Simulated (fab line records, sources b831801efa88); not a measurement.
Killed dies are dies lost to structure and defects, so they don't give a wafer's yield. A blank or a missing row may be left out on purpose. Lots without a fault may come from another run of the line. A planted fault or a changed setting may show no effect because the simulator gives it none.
Which tool did it? | flow gf180mcu | 13 lots, 39 wafers sampled, at 4 steps of a route of 602

WHAT THE GAUGES READ, wafer by wafer
The record holds no reading of a measuring or inspecting step that can be judged against a usual standard deviation.

WHICH TOOL RAN EACH LOT (tool, then ch and the chambers of the sampled wafers, then the start)
lot  | GF_MVPSD_IMPLANT_09             | GF_HV_LDD_STRIP_49                   | GF_SAB_ETCH_11                     | GF_SALICIDE_SPUTTER_02
L846 | implanter-03 ch 0, day 5 09:52  | plasma_asher-03 ch 0,1, day 12 18:51 | rie_diel-02 ch 1,2, day 15 12:01   | pvd_sputter-03, day 15 12:22
L848 | implanter-03 ch 0, day 5 18:19  | plasma_asher-03 ch 0,1, day 13 03:10 | rie_diel-01 ch 0,1,2, day 15 21:31 | pvd_sputter-02, day 15 21:52
L847 | implanter-02 ch 0, day 5 19:25  | plasma_asher-03 ch 0,1, day 13 09:07 | rie_diel-02 ch 2,3, day 16 03:16   | pvd_sputter-01, day 16 03:37
L850 | implanter-02 ch 0, day 6 09:21  | plasma_asher-03 ch 0,1, day 13 23:11 | rie_diel-02 ch 0,1,3, day 16 19:37 | pvd_sputter-03, day 16 19:58
L854 | implanter-02 ch 0, day 6 21:37  | plasma_asher-01 ch 0,1, day 14 14:55 | rie_diel-01 ch 1,2,3, day 17 13:28 | pvd_sputter-01, day 17 13:49
L855 | implanter-02 ch 0, day 7 05:19  | plasma_asher-04 ch 0,1, day 15 08:13 | rie_diel-04 ch 2,3, day 18 08:31   | pvd_sputter-02, day 18 08:52
L856 | implanter-02 ch 0, day 7 12:02  | plasma_asher-03 ch 0,1, day 15 20:46 | rie_diel-04 ch 1,2,3, day 18 22:35 | pvd_sputter-03, day 18 22:55
L861 | implanter-03 ch 0, day 8 18:31  | plasma_asher-01 ch 1, day 17 09:53   | rie_diel-04 ch 0,1,3, day 20 15:28 | pvd_sputter-02, day 20 15:49
L863 | implanter-02 ch 0, day 9 08:22  | plasma_asher-01 ch 0,1, day 18 06:09 | rie_diel-02 ch 0,3, day 21 10:28   | pvd_sputter-02, day 21 10:49
L864 | implanter-02 ch 0, day 9 12:05  | plasma_asher-04 ch 0,1, day 18 07:17 | rie_diel-04 ch 0,2,3, day 21 14:14 | pvd_sputter-02, day 21 14:36
L865 | implanter-02 ch 0, day 9 19:28  | plasma_asher-04 ch 0, day 18 19:56   | rie_diel-04 ch 0,2,3, day 22 01:10 | pvd_sputter-01, day 22 01:31
L868 | implanter-04 ch 0, day 10 11:57 | plasma_asher-03 ch 0,1, day 19 16:50 | rie_diel-02 ch 1,2,3, day 22 20:26 | pvd_sputter-01, day 22 21:10
L869 | implanter-04 ch 0, day 10 16:43 | plasma_asher-04 ch 0,1, day 19 23:55 | rie_diel-02 ch 0,2,3, day 23 02:52 | pvd_sputter-03, day 23 03:20
- GF_MVPSD_IMPLANT_09
- GF_HV_LDD_STRIP_49: strips in O2/N2.
- GF_SAB_ETCH_11: etches SiO2 in C4F8/O2/Ar, target depth 55 nm, time 8.5 s.
- GF_SALICIDE_SPUTTER_02: material Co, target thk 10 nm, time 20 s.

WHAT THE TOOLS THEMSELVES READ (means of the sampled wafers that have a number; where no wafer has one, the mark that the record gives instead)
GF_MVPSD_IMPLANT_09.
lot  | tool         | dose_ions_cm2 | tilt_deg (degrees)
L846 | implanter-03 | 5e+12         | -0.002
L848 | implanter-03 | 5e+12         | 0.027
L847 | implanter-02 | 5e+12         | -0.037
L850 | implanter-02 | 5e+12         | 0.012
L854 | implanter-02 | 5e+12         | 0.018
L855 | implanter-02 | 5e+12         | -0.002
L856 | implanter-02 | 5e+12         | -0.016
L861 | implanter-03 | 5e+12         | -0.005
L863 | implanter-02 | 5e+12         | -0.010
L864 | implanter-02 | 5e+12         | -0.018
L865 | implanter-02 | 5e+12         | -0.016
L868 | implanter-04 | 5e+12         | 0.005
L869 | implanter-04 | 5e+12         | -0.015

GF_HV_LDD_STRIP_49.
lot  | tool            | chamber_pressure_mTorr (mTorr) | drypump_motor_current_A (A) | heater_power_w (W) | oes_product_au (a.u.) | strip_time_to_endpoint_s (s)
L846 | plasma_asher-03 | 1501.3                         | 5.9                         | 297                | 0.720                 | 12.61
L848 | plasma_asher-03 | 1499.8                         | 5.9                         | 298                | 0.715                 | 12.60
L847 | plasma_asher-03 | 1500.6                         | 6.2                         | 296                | 0.720                 | 12.63
L850 | plasma_asher-03 | 1499.9                         | 6.2                         | 299                | 0.717                 | 12.62
L854 | plasma_asher-01 | 1501.4                         | 5.6                         | 350                | 0.713                 | 12.60
L855 | plasma_asher-04 | 1500.5                         | 5.6                         | 338                | 0.716                 | 12.64
L856 | plasma_asher-03 | 1499.8                         | 5.9                         | 298                | 0.715                 | 12.59
L861 | plasma_asher-01 | 1500.7                         | 5.6                         | 396                | 0.718                 | 12.57
L863 | plasma_asher-01 | 1499.9                         | 5.6                         | 374                | 0.713                 | 12.63
L864 | plasma_asher-04 | 1499.1                         | 5.8                         | 354                | 0.716                 | 12.67
L865 | plasma_asher-04 | 1499.8                         | 5.4                         | 316                | 0.716                 | 12.66
L868 | plasma_asher-03 | 1502.1                         | 6.2                         | 305                | 0.717                 | 12.71
L869 | plasma_asher-04 | 1500.8                         | 5.8                         | 356                | 0.715                 | 12.66

GF_SAB_ETCH_11.
lot  | tool        | chamber_pressure_mTorr (mTorr) | oes_product_au (a.u.)
L846 | rie_diel-02 | 39.98                          | 1.013
L848 | rie_diel-01 | 40.00                          | 1.003
L847 | rie_diel-02 | 40.02                          | 1.003
L850 | rie_diel-02 | 39.95                          | 0.989
L854 | rie_diel-01 | 40.02                          | 1.002
L855 | rie_diel-04 | 40.00                          | 0.973
L856 | rie_diel-04 | 39.97                          | 0.973
L861 | rie_diel-04 | 39.95                          | 0.997
L863 | rie_diel-02 | 40.01                          | 0.989
L864 | rie_diel-04 | 40.00                          | 0.993
L865 | rie_diel-04 | 39.99                          | 0.991
L868 | rie_diel-02 | 40.02                          | 1.010
L869 | rie_diel-02 | 39.98                          | 1.001

GF_SALICIDE_SPUTTER_02.
lot  | tool           | throttle_valve_pct (%)
L846 | pvd_sputter-03 | 30.6
L848 | pvd_sputter-02 | 29.7
L847 | pvd_sputter-01 | 30.0
L850 | pvd_sputter-03 | 30.8
L854 | pvd_sputter-01 | 30.8
L855 | pvd_sputter-02 | 29.9
L856 | pvd_sputter-03 | 30.5
L861 | pvd_sputter-02 | 29.4
L863 | pvd_sputter-02 | 30.1
L864 | pvd_sputter-02 | 31.3
L865 | pvd_sputter-01 | 30.0
L868 | pvd_sputter-01 | 30.2
L869 | pvd_sputter-03 | 31.1

THE ANSWER, worked out from the rows above alone
Rule: what is usual is taken from the lots themselves. Put in order of their means at a reading, lots are off if they are a third of the lots or fewer, leave a main group of 4 or more, and stand apart from it by a gap of 3 or more times the standard deviation of the main group's means; of several such gaps the widest counts. A main group whose means are all the same, to the digits that the tables above print for the reading, isn't used. A lot without any number at a reading at which 4 lots or more have one is off too. The other lots that the step has rows for count as sound. The gauges are gone through in route order, then the tools' own readings, and for those a lot's mean is taken as printed above. The first step at which some lot is off is used, and at that step the reading that is off furthest; a lot without a number counts as furthest.
No lot is off at any reading shown: from this, nothing can be told.

WHAT THE SIMULATOR HAD PUT IN
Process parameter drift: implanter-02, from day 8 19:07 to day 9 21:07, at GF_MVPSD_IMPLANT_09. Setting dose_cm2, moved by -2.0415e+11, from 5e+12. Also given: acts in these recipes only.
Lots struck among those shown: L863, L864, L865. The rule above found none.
